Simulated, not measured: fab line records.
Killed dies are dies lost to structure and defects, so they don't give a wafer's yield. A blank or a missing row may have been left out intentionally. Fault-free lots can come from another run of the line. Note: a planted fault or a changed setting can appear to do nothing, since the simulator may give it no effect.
fab line records ; flow sky130
record: lots: 13; wafers: 37; last_day: 50
route steps=708 shown METAL3@533 CAPM@549 VIA3@597 METAL4@598 PAD_OPEN@708
lots untouched by any fault: they come from a run of this same line in which no faults occurred
start_h: the number of hours between the record's first day and the start of the first shown wafer of the lot ; wait_h: hours from the lot's prior step to this one ; " the same as in the row above ; L1.1+2: a single row standing in for several wafers ; - no value present, or no start provided ; * or withheld: withheld ; < > ~ a bound
route shown NAME@n: NAME is a module with steps in the file, n the number in the route of the first one ; usual: average and standard deviation across the fault-free wafers ; same: alike in all rows ; chamber/n: place in a boat ; sites: the reading at each site ; _std_site: the values' standard deviation ; _edge_site: outer sites' mean less inner sites' ; radius_mm: for every site, how far away it sits from the centre of the wafer ; mask NAME#n: copy n ; behind: the most recent tool/chamber to have shaped the wafer ; hold: why the lot went on hold/how many hours it stayed there/how the hold came to an end ; device: transistor that didn't switch, given as n, p or np ; end of line: tests run on the same wafers once the route is complete ; a step with no rows: only its recipe ; killed: dies lost to structure and defects at the first sort, not the wafer's yield ; map: dies across one wafer; x = killed, . = not, _ = none there
set.NAME: the run value of the setting; set.NAME@STEP: its run value at that earlier step ; model.NAME: the simulator's own value behind a step, which no gauge read
a sample of lots followed through the steps of the route, with each step as a table and each wafer as a row
services: from which hour (start_h, from the record's first day; less than 0 if before it) a tool's chamber was out of use, for how many hours, and why
== steps ==
step: SKY_METAL3_SPUTTER_01
recipe: material: TiN; target_thk_nm: 20; power_w: 6500; time_s: 16.7; chamber_pressure_pa: 0.4
usual: throttle_valve_pct: 30.2/1.2
lot.wafer;tool;chamber;start_h;wait_h;throttle_valve_pct
L269.3;pvd_sputter-04;-;870.97;0.0;28.7
L269.4;pvd_sputter-04;-;870.97;0.0;32.3
L269.5;pvd_sputter-04;-;870.97;0.0;28.6
L270.3;pvd_sputter-02;-;874.47;0.0;29.0
L270.4;pvd_sputter-02;-;874.47;0.0;30.7
L270.6;pvd_sputter-02;-;874.47;0.0;29.3
L271.2;pvd_sputter-01;-;879.52;0.0;28.3
L271.4;pvd_sputter-01;-;879.52;0.0;30.1
L273.1;pvd_sputter-02;-;897.37;0.0;31.0
L273.5;pvd_sputter-02;-;897.37;0.0;29.1
L277.1;pvd_sputter-04;-;920.77;0.0;29.8
L277.2;pvd_sputter-04;-;920.77;0.0;28.6
L277.4;pvd_sputter-04;-;920.77;0.0;29.9
L279.1;pvd_sputter-02;-;931.93;0.0;28.8
L279.3;pvd_sputter-02;-;931.93;0.0;30.5
L279.4;pvd_sputter-02;-;931.93;0.0;29.1
L282.2;pvd_sputter-02;-;951.42;0.0;28.7
L282.3;pvd_sputter-02;-;951.42;0.0;30.6
L282.6;pvd_sputter-02;-;951.42;0.0;29.0
L283.3;pvd_sputter-04;-;968.83;0.0;28.7
L283.4;pvd_sputter-04;-;968.83;0.0;30.1
L283.5;pvd_sputter-04;-;968.83;0.0;29.7
L286.1;pvd_sputter-01;-;980.83;0.0;31.5
L286.3;pvd_sputter-01;-;980.83;0.0;28.8
L286.4;pvd_sputter-01;-;980.83;0.0;32.4
L287.1;pvd_sputter-02;-;991.58;0.0;30.5
L287.2;pvd_sputter-02;-;991.58;0.0;28.8
L287.4;pvd_sputter-02;-;991.58;0.0;29.0
L288.1;pvd_sputter-01;-;999.59;0.0;32.3
L288.4;pvd_sputter-01;-;999.59;0.0;29.9
L288.5;pvd_sputter-01;-;999.59;0.0;31.3
L289.1;pvd_sputter-01;-;1001.05;0.0;31.3
L289.2;pvd_sputter-01;-;1001.05;0.0;30.1
L289.4;pvd_sputter-01;-;1001.05;0.0;32.2
L290.2;pvd_sputter-01;-;1011.66;0.0;31.4
L290.4;pvd_sputter-01;-;1011.66;0.0;32.3
L290.5;pvd_sputter-01;-;1011.66;0.0;32.2
step: SKY_CAPM_OVL_MEAS_12
usual: CAPM_OVL: -0.7/1.2
lot.wafer;tool;chamber;start_h;wait_h;CAPM_OVL[nm]
L269.3;overlay-01;-;897.03;0.1;-0.6
L269.4;overlay-01;-;897.03;0.1;-0.9
L269.5;overlay-01;-;897.03;0.1;-1.3
L270.3;overlay-02;-;899.83;0.1;-0.7
L270.4;overlay-02;-;899.83;0.1;-0.8
L270.6;overlay-02;-;899.83;0.1;-1.2
L271.2;overlay-02;-;904.78;0.1;1.8
L271.4;overlay-02;-;904.78;0.1;-0.5
L273.1;overlay-02;-;922.83;0.1;0.2
L273.5;overlay-02;-;922.83;0.1;0.4
L277.1;overlay-02;-;945.89;0.1;0.2
L277.2;overlay-02;-;945.89;0.1;-1.3
L277.4;overlay-02;-;945.89;0.1;-1.1
L279.1;overlay-02;-;956.67;0.1;0.7
L279.3;overlay-02;-;956.67;0.1;1.2
L279.4;overlay-02;-;956.67;0.1;2.7
L282.2;overlay-01;-;975.68;0.1;-1.4
L282.3;overlay-01;-;975.68;0.1;-1.0
L282.6;overlay-01;-;975.68;0.1;-3.0
L283.3;overlay-01;-;992.74;0.1;-2.1
L283.4;overlay-01;-;992.74;0.1;-0.7
L283.5;overlay-01;-;992.74;0.1;-2.8
L286.1;overlay-01;-;1003.84;0.1;-0.5
L286.3;overlay-01;-;1003.84;0.1;-2.1
L286.4;overlay-01;-;1003.84;0.1;-1.0
L287.1;overlay-02;-;1014.68;0.1;-0.5
L287.2;overlay-02;-;1014.68;0.1;-1.5
L287.4;overlay-02;-;1014.68;0.1;-4.3
L288.1;overlay-02;-;1022.98;0.1;-2.4
L288.4;overlay-02;-;1022.98;0.1;0.8
L288.5;overlay-02;-;1022.98;0.1;-1.1
L289.1;overlay-02;-;1024.93;0.1;0.4
L289.2;overlay-02;-;1024.93;0.1;0.0
L289.4;overlay-02;-;1024.93;0.1;-0.7
L290.2;overlay-01;-;1034.25;0.1;-1.5
L290.4;overlay-01;-;1034.25;0.1;-1.0
L290.5;overlay-01;-;1034.25;0.1;-0.3
step: SKY_VIA3_CMP_24
recipe: stop_on: SiO2; t_overpolish_s: 20; down_force_psi: 3.5; platen_rpm: 60; target_thk_nm: 0; pad_velocity_m_s: 0.94248
usual: motor_current_A: 11.4/1.4; overpolish_run_s: 20.000/0.0087; time_to_endpoint_s: 95/3.8
lot.wafer;tool;chamber;start_h;wait_h;motor_current_A;overpolish_run_s;time_to_endpoint_s
L269.4;cmp-01;0;949.30;0.1;11.2;20.008;93
L269.3;cmp-01;1;949.30;0.1;10.5;19.999;96
L269.5;cmp-01;2;949.30;0.1;9.8;19.993;93
L270.3;cmp-02;3;953.46;0.1;14.1;19.995;94
L270.4;cmp-02;1;953.46;0.1;10.0;20.003;91
L270.6;cmp-02;3;953.46;0.1;13.9;20.014;92
L271.4;cmp-01;1;957.16;0.0;10.6;19.993;100
L271.2;cmp-01;2;957.16;0.0;10.1;20.006;56
L273.1;cmp-01;3;974.20;0.1;9.4;19.997;57
L273.5;cmp-01;2;974.20;0.1;9.9;20.011;94
L277.4;cmp-02;0;998.11;0.0;12.1;19.998;94
L277.1;cmp-02;1;998.11;0.0;10.6;19.994;94
L277.2;cmp-02;2;998.11;0.0;12.2;20.000;91
L279.4;cmp-02;1;1008.46;0.0;10.5;20.006;98
L279.1;cmp-02;2;1008.46;0.0;12.0;19.994;90
L279.3;cmp-02;3;1008.46;0.0;13.6;19.989;99
L282.3;cmp-02;1;1025.58;0.0;11.0;20.000;92
L282.2;cmp-02;0;1025.58;0.0;12.4;20.002;96
L282.6;cmp-02;2;1025.58;0.0;11.7;20.017;88
L283.4;cmp-02;1;1042.39;0.1;10.6;19.996;94
L283.3;cmp-02;2;1042.39;0.1;11.8;20.002;89
L283.5;cmp-02;3;1042.39;0.1;13.8;20.010;98
L286.4;cmp-01;1;1052.55;0.0;11.0;20.011;96
L286.1;cmp-01;3;1052.55;0.0;9.6;20.011;93
L286.3;cmp-01;0;1052.55;0.0;11.4;20.007;93
L287.2;cmp-01;0;1062.39;0.0;10.3;19.997;91
L287.4;cmp-01;1;1062.39;0.0;11.2;20.014;94
L287.1;cmp-01;3;1062.39;0.0;9.1;19.981;95
L288.1;cmp-01;1;1071.40;0.1;10.8;19.990;99
L288.4;cmp-01;2;1071.40;0.1;9.8;19.995;92
L288.5;cmp-01;0;1071.40;0.1;11.5;20.020;93
L289.2;cmp-01;2;1073.42;0.0;9.8;20.002;93
L289.1;cmp-01;3;1073.42;0.0;9.6;19.999;93
L289.4;cmp-01;1;1073.42;0.0;11.0;20.002;95
L290.4;cmp-02;3;1081.90;0.1;14.3;20.004;98
L290.2;cmp-02;1;1081.90;0.1;10.8;20.013;95
L290.5;cmp-02;2;1081.90;0.1;12.0;19.989;88
step: SKY_METAL4_SPUTTER_00
recipe: material: Ti; target_thk_nm: 15; power_w: 3000; time_s: 10; chamber_pressure_pa: 0.4
usual: throttle_valve_pct: 30.1/1.4
lot.wafer;tool;chamber;start_h;wait_h;throttle_valve_pct
L269.3;pvd_sputter-04;-;949.50;0.1;29.8
L269.4;pvd_sputter-04;-;949.50;0.1;29.6
L269.5;pvd_sputter-04;-;949.50;0.1;29.6
L270.3;pvd_sputter-04;-;953.71;0.2;30.1
L270.4;pvd_sputter-04;-;953.71;0.2;32.2
L270.6;pvd_sputter-04;-;953.71;0.2;32.5
L271.2;pvd_sputter-04;-;957.46;0.2;29.8
L271.4;pvd_sputter-04;-;957.46;0.2;28.5
L273.1;pvd_sputter-01;-;974.45;0.2;32.6
L273.5;pvd_sputter-01;-;974.45;0.2;31.4
L277.1;pvd_sputter-03;-;998.41;0.2;28.6
L277.2;pvd_sputter-03;-;998.41;0.2;29.9
L277.4;pvd_sputter-03;-;998.41;0.2;30.8
L279.1;pvd_sputter-04;-;1008.76;0.2;29.9
L279.3;pvd_sputter-04;-;1008.76;0.2;32.4
L279.4;pvd_sputter-04;-;1008.76;0.2;28.7
L282.2;pvd_sputter-04;-;1025.88;0.1;28.7
L282.3;pvd_sputter-04;-;1025.88;0.1;32.4
L282.6;pvd_sputter-04;-;1025.88;0.1;32.5
L283.3;pvd_sputter-04;-;1042.59;0.1;32.2
L283.4;pvd_sputter-04;-;1042.59;0.1;28.7
L283.5;pvd_sputter-04;-;1042.59;0.1;29.8
L286.1;pvd_sputter-01;-;1052.85;0.1;30.1
L286.3;pvd_sputter-01;-;1052.85;0.1;28.4
L286.4;pvd_sputter-01;-;1052.85;0.1;31.2
L287.1;pvd_sputter-04;-;1062.69;0.1;30.0
L287.2;pvd_sputter-04;-;1062.69;0.1;28.4
L287.4;pvd_sputter-04;-;1062.69;0.1;32.3
L288.1;pvd_sputter-04;-;1071.65;0.2;28.4
L288.4;pvd_sputter-04;-;1071.65;0.2;32.4
L288.5;pvd_sputter-04;-;1071.65;0.2;32.4
L289.1;pvd_sputter-04;-;1073.72;0.2;32.5
L289.2;pvd_sputter-04;-;1073.72;0.2;29.9
L289.4;pvd_sputter-04;-;1073.72;0.2;29.7
L290.2;pvd_sputter-04;-;1082.15;0.1;28.5
L290.4;pvd_sputter-04;-;1082.15;0.1;29.7
L290.5;pvd_sputter-04;-;1082.15;0.1;32.2
step: SKY_PAD_OPEN_PROBE_99
usual: defect_limited_yield: 81.9/2; killed_at_M0_to_M3: 43/6.5; killed_at_M4_up: 3.2/1.8; killed_at_contacts: 26/5.2; killed_at_front_end: 16/4.8; killed_at_other: 0.3/0.6; killed_dies: 89/9.6; killed_open: 48/7.1; killed_short: 40/6.4; sort_bin_3_pad_short: 0.9/0.37; sort_bin_5_function: 10.7/1.4; sort_bin_6_memory: 6.5/1.2; sort_n_pass: 403/9.6; sort_yield_pct: 81.9/2
same: gross_dies: 492; killed_at_back_side: 0; sort_bin_4_leakage[%]: 0; sort_bin_8_speed[%]: 0
lot.wafer;tool;chamber;start_h;wait_h;defect_limited_yield[%];killed_at_M0_to_M3;killed_at_M4_up;killed_at_contacts;killed_at_front_end;killed_at_other;killed_dies;killed_open;killed_short;sort_bin_3_pad_short[%];sort_bin_5_function[%];sort_bin_6_memory[%];sort_n_pass;sort_yield_pct[%]
L273.1;prober-02;-;1115.99;0.1;86.4;32;3;22;10;0;67;38;29;0.8;8.7;4.1;425;86.4
L282.2;prober-02;-;1156.15;0.1;83.7;45;1;19;15;0;80;48;31;1.4;9.6;5.3;412;83.7
L282.3;prober-02;-;1156.20;0.2;79.5;60;5;20;16;0;101;55;44;0.8;11.8;7.9;391;79.5
L282.6;prober-02;-;1156.35;0.2;83.1;44;3;16;20;0;83;50;33;0.8;9.3;6.7;409;83.1
killed by level:class
L273.1 VIA1:geometric_particle:open=13 CONTACT:geometric_particle:open=10 VIA1:geometric_particle:short=5 LI_CONTACT:geometric_particle:open=4 METAL2:geometric_particle:short=4 FIELD_ISO:geometric_particle:open=3 LI_CONTACT:geometric_particle:short=3 CONTACT:geometric_particle:short=3
L282.2 VIA1:geometric_particle:open=19 FIELD_ISO:geometric_particle:short=8 VIA3:geometric_particle:open=8 CONTACT:geometric_particle:open=6 VIA1:geometric_particle:short=5 LI_CONTACT:geometric_particle:short=4 LI_CONTACT:geometric_particle:open=4 VIA2:geometric_particle:open=4
L282.3 VIA3:geometric_particle:open=14 VIA1:geometric_particle:open=12 CONTACT:geometric_particle:open=10 FIELD_ISO:geometric_particle:short=6 VIA3:geometric_particle:short=5 LI_CONTACT:geometric_particle:open=5 METAL1:geometric_particle:short=5 VIA1:geometric_particle:short=5
L282.6 VIA1:geometric_particle:open=10 VIA2:geometric_particle:open=8 FIELD_ISO:geometric_particle:open=6 CONTACT:geometric_particle:open=6 METAL1:geometric_particle:short=6 POLY_GATE:geometric_particle:open=5 VIA1:geometric_particle:short=5 VIA2:geometric_particle:short=5
== services ==
tool;chamber;start_h;hours;kind
pvd_sputter-04;-;857.11;7.0;repair
pvd_sputter-02;-;866.86;5.3;repair
pvd_sputter-01;-;871.03;0.7;repair
pvd_sputter-03;-;880.05;2.3;repair
pvd_sputter-03;-;904.78;3.0;repair
cmp-02;-;912.02;4.0;pm
cmp-02;-;916.02;-;consumable_replace:conditioner
cmp-02;-;916.02;-;consumable_replace:pad
cmp-02;-;917.17;0.5;repair
pvd_sputter-04;-;938.77;1.9;repair
cmp-02;-;941.99;5.3;pm
pvd_sputter-03;-;944.10;1.9;repair
pvd_sputter-03;-;946.71;4.6;repair
cmp-01;-;966.31;6.5;pm
cmp-02;-;973.02;6.3;pm
cmp-01;-;999.58;1.9;repair
cmp-02;-;1006.54;0.9;repair
cmp-01;-;1014.91;2.5;repair
pvd_sputter-04;-;1019.20;2.7;repair
pvd_sputter-02;-;1019.45;3.2;repair
cmp-01;-;1023.99;0.9;repair
pvd_sputter-01;-;1073.41;3.7;repair
== key ==
first_sign: step: SKY_VIA3_CMP_24; reading: time_to_endpoint_s; direction: down; sigmas: 9.8; usual: *; struck: *
effect none on later readings
met_at SKY_VIA3_CMP_24
struck_lots L271,L273
struck_wafers L271.2,L273.1
not_acting_at SKY_METAL3_SPUTTER_01,SKY_CAPM_OVL_MEAS_12,SKY_METAL4_SPUTTER_00
onset_between 949.30 957.16
fault: kind: process_parameter_drift; tool: cmp-01; chamber: -; onset_h: 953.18; steps: SKY_VIA3_CMP_24; channel: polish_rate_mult; offset: 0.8; shape: step; end_h: 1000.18; scope: struck_wafers_only
